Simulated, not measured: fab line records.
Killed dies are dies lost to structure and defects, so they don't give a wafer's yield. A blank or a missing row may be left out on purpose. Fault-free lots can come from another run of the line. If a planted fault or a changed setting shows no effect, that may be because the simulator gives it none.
fab line records	flow sky130
[record] lots = 14	wafers = 42	lastDay = 50
route steps=708 shown METAL3@565 VIA3@585 METAL4@600
lots that met no fault: taken from a fault-free run of the same line
startH: start of the lot's first displayed wafer, in hours after the record's first day	waitH: hours elapsed since this lot's preceding step	" as in the row above	L1.1+2: a single row standing in for several wafers	- value missing, or start not given	* or withheld: withheld	< > ~ a bound
route shown NAME@n: NAME is a module with steps in the file, n the number in the route of the first one	usual: mean and standard deviation over wafers with no fault	same: alike in all rows	chamber/n: place in a boat	sites: each site's reading	_std_site: the values' standard deviation	_edge_site: the outer-site mean with the inner-site mean subtracted	radiusMm: how far each site lies from the wafer's centre	mask NAME#n: copy n	behind: the tool/chamber that last shaped the wafer	hold: why the lot was held/for how many hours/how that ended	device: which transistor (n, p or np) failed to switch	end of line: at the end of the route, the tests of the same wafers	where a step has no rows: the recipe by itself	killed: the dies lost at the first sort to structure and to defects; this is not the yield of the wafer	map: the dies of a wafer, with x for killed, . for not killed, _ for no die there
set.NAME: the setting that was run; set.NAME@STEP: the one run at that earlier step	model.NAME: the simulator's own value behind a step, which no gauge read
route steps across a sampled set of lots; one table per step, one row per wafer
services: a tool's chamber out of use, with start hour (startH, from the record's first day; less than 0 if before it), hours out, and reason
[[steps]]
[step SKY_METAL3_DESCUM_15]
[recipe] chemistry = O2	sourcePowerW = 150	biasPowerW = 0	pressureMtorr = 10	tempC = 40	timeS = 8
[usual] drypumpMotorCurrentA = 5.64/0.17	oesProductAu = 0.992/0.012	rfFwdPowerW = 146.4/0.44
lot.wafer	tool	chamber	startH	waitH	drypumpMotorCurrentA	oesProductAu	rfFwdPowerW	rfHoursCounterH
L934.2	rieMetal-03	0	932.76	0.0	5.71	0.994	146.8	8
L934.4	"	1	"	"	5.48	0.978	146.3	-
L934.5	"	0	"	"	5.69	0.979	147.0	-
L933.1	rieMetal-03	1	934.21	0.0	5.48	0.995	146.9	6
L933.4	"	0	"	"	5.69	1.000	146.4	-
L933.6	"	1	"	"	5.48	0.991	146.6	-
L935.2	rieMetal-03	0	938.54	0.0	5.69	0.980	146.5	9
L935.3	"	1	"	"	5.47	0.980	146.6	-
L935.5	"	0	"	"	5.67	0.983	146.8	-
L936.2	rieMetal-04	1	939.05	0.0	5.72	0.986	146.5	11
L936.4	"	1	"	"	5.74	0.995	145.8	-
L936.5	"	0	"	"	5.67	1.004	146.0	-
L937.1	rieMetal-04	0	946.84	0.0	5.68	1.000	146.3	4
L937.2	"	1	"	"	5.73	0.983	146.9	12
L937.3	"	0	"	"	5.68	1.010	146.2	-
L938.2	rieMetal-03	0	957.01	0.0	5.67	0.984	146.4	10
L938.4	"	0	"	"	5.69	0.988	146.1	-
L938.6	"	1	"	"	5.46	0.991	145.8	-
L939.2	rieMetal-03	0	965.61	0.0	5.67	0.983	146.4	10
L939.3	"	1	"	"	5.48	0.985	145.8	-
L939.6	"	1	"	"	5.45	0.990	146.5	-
L942.2	rieMetal-04	1	976.25	0.0	5.66	0.981	146.3	13
L942.3	"	0	"	"	5.68	1.002	146.4	-
L942.4	"	1	"	"	5.71	0.978	146.7	-
L951.1	rieMetal-01	0	1030.80	0.0	5.48	1.015	146.1	8
L951.2	"	1	"	"	6.03	0.982	146.9	18
L951.4	"	1	"	"	6.01	0.993	146.2	-
L952.2	rieMetal-04	0	1039.66	0.0	5.69	1.002	146.2	9
L952.5	"	0	"	"	5.68	1.007	146.5	-
L952.6	"	1	"	"	5.70	0.981	146.3	-
L953.1	rieMetal-03	0	1047.75	0.0	5.68	0.978	146.4	14
L953.2	"	1	"	"	5.48	0.993	146.6	13
L953.4	"	1	"	"	5.50	0.989	146.7	-
L954.2	rieMetal-01	0	1055.46	0.0	5.49	1.012	146.0	10
L954.3	"	1	"	"	6.03	0.973	145.6	-
L954.4	"	0	"	"	5.48	1.016	146.4	-
L956.2	rieMetal-01	0	1058.72	0.0	5.46	1.010	146.7	10
L956.5	"	1	"	"	6.04	0.986	146.3	-
L956.6	"	0	"	"	5.48	1.013	146.5	-
L955.2	rieMetal-03	0	1063.64	0.0	5.70	0.985	146.9	15
L955.4	"	0	"	"	5.71	0.981	145.9	-
L955.6	"	1	"	"	5.48	1.000	146.9	-
[step SKY_METAL3_ETCH_16]
[recipe] chemistry = N2/H2	target = BARC	ionEnergyEv = 200	biasW = 100	pressureMtorr = 30	n2FlowSccm = 100	h2FlowSccm = 200	icpW = 500	stopOn = SiO2	timeS = 88.2	targetDepthA = 600
[usual] biasW = 99.99/0.26	drypumpMotorCurrentA = 5.65/0.16	oesProductAu = 0.626/0.0053	rfFwdPowerW = 495.7/1.9	throttleValvePct = 13.206/0.0089
lot.wafer	tool	chamber	startH	waitH	biasW	drypumpMotorCurrentA	oesProductAu	rfFwdPowerW	rfHoursCounterH	throttleValvePct
L934.2	rieMetal-03	0	932.79	0.0	100.20	5.68	0.622	495.7	8	13.196
L934.4	"	1	"	"	99.74	5.49	0.628	496.6	-	13.213
L934.5	"	0	"	"	100.02	5.70	0.614	495.2	-	13.210
L933.1	rieMetal-03	1	934.24	0.0	99.84	5.50	0.612	495.9	6	13.215
L933.4	"	0	"	"	99.88	5.69	0.621	492.4	-	13.198
L933.6	"	1	"	"	99.75	5.50	0.620	497.0	-	13.197
L935.2	rieMetal-03	0	938.57	0.0	100.54	5.71	0.628	498.3	9	13.205
L935.3	"	1	"	"	100.43	5.47	0.618	494.9	-	13.205
L935.5	"	0	"	"	100.21	5.71	0.620	498.0	-	13.215
L936.2	rieMetal-04	1	939.08	0.0	99.65	5.73	0.627	496.4	11	13.218
L936.4	"	1	"	"	100.14	5.71	0.629	495.4	-	13.206
L936.5	"	0	"	"	100.24	5.70	0.629	495.9	-	13.210
L937.1	rieMetal-04	0	946.87	0.0	100.55	5.68	0.624	493.6	4	13.211
L937.2	"	1	"	"	99.24	5.70	0.622	493.7	12	13.204
L937.3	"	0	"	"	100.47	5.69	0.629	496.8	-	13.214
L938.2	rieMetal-03	0	957.04	0.0	99.93	5.71	0.624	494.5	10	13.189
L938.4	"	0	"	"	99.86	5.72	0.624	491.7	-	13.195
L938.6	"	1	"	"	100.05	5.50	0.635	497.3	-	13.210
L939.2	rieMetal-03	0	965.64	0.0	99.59	5.69	0.626	494.0	10	13.211
L939.3	"	1	"	"	100.22	5.48	0.631	494.7	-	13.209
L939.6	"	1	"	"	100.43	5.47	0.641	496.4	-	13.198
L942.2	rieMetal-04	1	976.28	0.0	100.02	5.72	0.626	493.8	13	13.212
L942.3	"	0	"	"	99.74	5.70	0.624	490.8	-	13.202
L942.4	"	1	"	"	99.73	5.73	0.618	495.3	-	13.201
L951.1	rieMetal-01	0	1030.83	0.0	100.12	5.51	0.626	494.4	8	13.215
L951.2	"	1	"	"	99.87	6.03	0.634	499.7	18	13.212
L951.4	"	1	"	"	99.81	6.03	0.628	499.3	-	13.185
L952.2	rieMetal-04	0	1039.69	0.0	100.49	5.69	0.616	495.7	9	13.200
L952.5	"	0	"	"	100.13	5.70	0.626	495.9	-	13.203
L952.6	"	1	"	"	99.83	5.70	0.623	495.5	-	13.212
L953.1	rieMetal-03	0	1047.78	0.0	100.08	5.70	0.640	494.0	14	13.204
L953.2	"	1	"	"	100.67	5.50	0.637	494.2	13	13.202
L953.4	"	1	"	"	100.20	5.49	0.635	495.9	-	13.212
L954.2	rieMetal-01	0	1055.49	0.0	99.81	5.49	0.628	496.7	10	13.191
L954.3	"	1	"	"	99.95	6.03	0.615	499.7	-	13.199
L954.4	"	0	"	"	100.24	5.51	0.624	496.8	-	13.210
L956.2	rieMetal-01	0	1058.75	0.0	99.89	5.48	0.629	494.4	10	13.207
L956.5	"	1	"	"	100.30	6.03	0.624	494.4	-	13.210
L956.6	"	0	"	"	99.94	5.47	0.618	495.0	-	13.196
L955.2	rieMetal-03	0	1063.67	0.0	99.54	5.69	0.630	492.0	15	13.207
L955.4	"	0	"	"	99.91	5.68	0.622	492.5	-	13.209
L955.6	"	1	"	"	99.87	5.49	0.634	496.1	-	13.207
[step SKY_VIA3_CD_MEAS_12]
[recipe] targetCdNm = 200
[usual] cdNm = 199.7/1.6
lot.wafer	tool	chamber	startH	waitH	cdNm
L934.2	cdSem-02	-	958.77	-	200.4
L934.4	"	-	"	"	198.3
L934.5	"	-	"	"	199.6
L933.1	cdSem-01	-	960.05	-	202.1
L933.4	"	-	"	"	201.7
L933.6	"	-	"	"	201.7
L935.2	cdSem-02	-	963.84	-	197.9
L935.3	"	-	"	"	198.6
L935.5	"	-	"	"	200.3
L936.2	cdSem-02	-	965.41	-	198.9
L936.4	"	-	"	"	197.6
L936.5	"	-	"	"	198.3
L937.1	cdSem-01	-	972.00	-	200.1
L937.2	"	-	"	"	200.2
L937.3	"	-	"	"	200.5
L938.2	cdSem-01	-	981.47	-	199.3
L938.4	"	-	"	"	198.2
L938.6	"	-	"	"	198.0
L939.2	cdSem-02	-	991.01	-	200.6
L939.3	"	-	"	"	199.1
L939.6	"	-	"	"	200.5
L942.2	cdSem-01	-	1002.02	-	199.8
L942.3	"	-	"	"	198.7
L942.4	"	-	"	"	198.2
L951.1	cdSem-01	-	1054.79	-	200.8
L951.2	"	-	"	"	200.7
L951.4	"	-	"	"	200.6
L952.2	cdSem-01	-	1063.24	-	201.4
L952.5	"	-	"	"	199.3
L952.6	"	-	"	"	201.7
L953.1	cdSem-01	-	1070.82	-	200.5
L953.2	"	-	"	"	202.0
L953.4	"	-	"	"	201.4
L954.2	cdSem-02	-	1077.72	-	202.4
L954.3	"	-	"	"	202.2
L954.4	"	-	"	"	201.4
L956.2	cdSem-01	-	1081.32	-	198.7
L956.5	"	-	"	"	198.4
L956.6	"	-	"	"	199.7
L955.2	cdSem-01	-	1086.44	-	201.0
L955.4	"	-	"	"	200.6
L955.6	"	-	"	"	200.7
[step SKY_METAL4_SPUTTER_02]
[recipe] material = AlCu	targetThkNm = 735	powerW = 10600	timeS = 39.1	chamberPressurePa = 0.4
[usual] cathodeDcPowerW = 10600/1.8	chamberPressurePa = 0.4000/0.00089	throttleValvePct = 30.4/0.92
lot.wafer	tool	chamber	startH	waitH	cathodeDcPowerW	chamberPressurePa	throttleValvePct
L934.2	pvdSputter-03	-	960.37	0.0	10595	0.4004	30.3
L934.4	"	-	"	"	10599	0.4001	30.2
L934.5	"	-	"	"	10597	0.4009	30.1
L933.1	pvdSputter-03	-	961.81	0.0	10600	0.3989	29.9
L933.4	"	-	"	"	10599	0.4019	32.3
L933.6	"	-	"	"	10603	0.4003	30.2
L935.2	pvdSputter-03	-	965.38	0.0	10601	0.4019	29.7
L935.3	"	-	"	"	10601	0.4009	32.3
L935.5	"	-	"	"	10602	0.4013	30.6
L936.2	pvdSputter-03	-	966.96	0.0	10601	0.3989	29.9
L936.4	"	-	"	"	10602	0.4008	30.8
L936.5	"	-	"	"	10597	0.3985	29.9
L937.1	pvdSputter-03	-	973.63	0.0	10599	0.3994	29.8
L937.2	"	-	"	"	10598	0.3998	30.8
L937.3	"	-	"	"	10603	0.4004	30.0
L938.2	pvdSputter-04	-	983.02	0.0	10600	0.4002	30.9
L938.4	"	-	"	"	10600	0.4012	29.7
L938.6	"	-	"	"	10600	0.4011	29.6
L939.2	pvdSputter-04	-	992.59	0.0	10600	0.3994	30.5
L939.3	"	-	"	"	10599	0.4011	30.0
L939.6	"	-	"	"	10599	0.3998	29.7
L942.2	pvdSputter-02	-	1003.56	0.0	10599	0.3990	30.0
L942.3	"	-	"	"	10600	0.4007	31.8
L942.4	"	-	"	"	10598	0.4013	30.1
L951.1	pvdSputter-04	-	1056.41	0.0	-	-	-
L951.2	"	-	"	"	-	-	-
L951.4	"	-	"	"	-	-	-
L952.2	pvdSputter-03	-	1064.83	0.0	-	-	-
L952.5	"	-	"	"	-	-	-
L952.6	"	-	"	"	-	-	-
L953.1	pvdSputter-04	-	1072.38	0.0	10597	0.4003	29.8
L953.2	"	-	"	"	10601	0.4010	29.6
L953.4	"	-	"	"	10600	0.4009	29.9
L954.2	pvdSputter-02	-	1079.78	0.0	10597	0.4005	31.6
L954.3	"	-	"	"	10600	0.3996	28.8
L954.4	"	-	"	"	10599	0.4013	30.3
L956.2	pvdSputter-02	-	1082.97	0.0	10600	0.4005	30.0
L956.5	"	-	"	"	10603	0.4007	28.6
L956.6	"	-	"	"	10598	0.3994	29.9
L955.2	pvdSputter-03	-	1088.24	0.0	10603	0.3988	30.2
L955.4	"	-	"	"	10600	0.3998	32.3
L955.6	"	-	"	"	10603	0.3993	30.5
[[services]]
tool	chamber	startH	hours	kind
rieMetal-03	1	939.38	2.1	repair
pvdSputter-04	-	956.47	14.5	repair
pvdSputter-03	-	958.29	1.7	repair
rieMetal-03	-	980.08	2.8	pm
rieMetal-03	0	985.53	15.9	repair
pvdSputter-04	-	998.50	20.5	repair
pvdSputter-02	-	1006.70	2.7	repair
rieMetal-01	-	1013.49	0.2	repair
rieMetal-04	1	1015.53	2.3	repair
rieMetal-01	1	1042.50	7.6	repair
rieMetal-01	-	1074.77	0.6	repair
pvdSputter-03	-	1085.52	1.1	repair
pvdSputter-02	-	1087.53	5.3	repair
[[key]]
[firstSign] step = SKY_METAL4_SPUTTER_02	reading = toolRecord	direction = missing
effect none on later readings
metAt SKY_METAL4_SPUTTER_02
struckLots L951,L952
laterRowsLeftOut L951.1,L951.2,L951.4,L952.2,L952.5,L952.6
sortLeftOut L951.1,L951.2,L951.4,L952.2,L952.5,L952.6
notActingAt SKY_METAL3_DESCUM_15,SKY_METAL3_ETCH_16,SKY_VIA3_CD_MEAS_12
onsetBetween 992.59 1056.41
[fault] kind = skippedStepWhole	tool = pvdSputter-03,pvdSputter-04	chamber = -	onsetH = 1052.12	steps = SKY_METAL4_SPUTTER_02	scope = struckLotsOnly
// sortLeftOut: the simulated sort isn't trusted on such a fault, so these wafers' sort isn't shown, and their yield isn't known
// laterRowsLeftOut: the simulator's readings of these wafers behind a module that went badly wrong aren't trusted and aren't shown, but for the sort
